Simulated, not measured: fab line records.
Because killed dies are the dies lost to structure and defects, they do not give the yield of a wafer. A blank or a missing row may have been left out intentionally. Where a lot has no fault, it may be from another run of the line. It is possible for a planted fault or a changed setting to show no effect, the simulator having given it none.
The same fault as seen by 2 desks / flow sky130 / each desk has only its own numbers; what lay behind them comes last

THE METROLOGY DESK
What the gauges read for every lot (on any tool): the sampled wafers with a number, averaged. If a lot's mean is further than 4 standard deviations from the usual mean, the lot is out of limits and carries the mark OUT (the distance appears in the brackets).
Columns: A = cdNm at SKY_METAL3_CD_MEAS_13, usual 299.3 nm; B = METAL3_OVL at SKY_METAL3_OVL_MEAS_14, usual 0 nm
lot=L355; first seen here=day 40 15:34; A=298.3; B=1
lot=L356; first seen here=day 41 02:25; A=299.2; B=1
lot=L362; first seen here=day 43 05:11; A=299.7; B=-9
lot=L364; first seen here=day 43 11:34; A=300.4; B=0
lot=L367; first seen here=day 44 10:08; A=297.8; B=4
lot=L371; first seen here=day 45 01:52; A=298.5; B=-4
Finding of this desk: none of the 6 lots has anything out of limits.

TOOL OWNER'S DESK, rieMetal-01
The tool's own readings at SKY_METAL3_ETCH_16 (etches BARC in N2/H2, stops on SiO2, time 88.2 s, target depth 60 nm): means of the sampled wafers that have a number, for each lot that ran on this tool. If a lot's mean is further than 4 standard deviations from the usual mean, the lot is out of limits and carries the mark OUT (the distance appears in the brackets).
Columns: A = biasW at SKY_METAL3_ETCH_16, usual 99.99 W; B = drypumpMotorCurrentA at SKY_METAL3_ETCH_16, usual 5.9 A; C = heBacksideLeakSccm at SKY_METAL3_ETCH_16, usual 3.48 sccm; D = oesProductAu at SKY_METAL3_ETCH_16, usual 0.626 a.u.; E = throttleValvePct at SKY_METAL3_ETCH_16, usual 13.205 %
lot=L355; first seen here=day 40 15:46; A=103.15 (+11) OUT; B=6.1; C=3.45; D=0.625; E=13.205
lot=L356; first seen here=day 41 02:37; A=103.32 (+11) OUT; B=6.1; C=3.35; D=0.626; E=13.207
lot=L371; first seen here=day 45 02:04; A=99.37; B=6.1; C=3.28; D=0.624; E=13.203
This desk finds L355, L356 out of limits, L355 being first, at day 40 15:46 (biasW at SKY_METAL3_ETCH_16). In limits: L371.

BROUGHT TOGETHER
At day 40 15:46, on L355, L356, the tool owner's desk was in a position to raise an alarm.
Nothing out of limits was seen by the metrology desk.
The metrology desk has L355, L356 on record, within its limits.
SKY_METAL3_ETCH_16 was run on rieMetal-01 by each of the lots named.

WHAT HAD BEEN PUT IN BY THE SIMULATOR
rieMetal-01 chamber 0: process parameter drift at SKY_METAL3_ETCH_16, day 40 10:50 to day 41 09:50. The setting biasW was moved by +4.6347, starting from 100. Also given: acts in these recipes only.
Shown lots that were struck: L355, L356.
How many hours passed from the start of the fault until each desk's first out-of-limits reading: the tool owner's desk, 5.
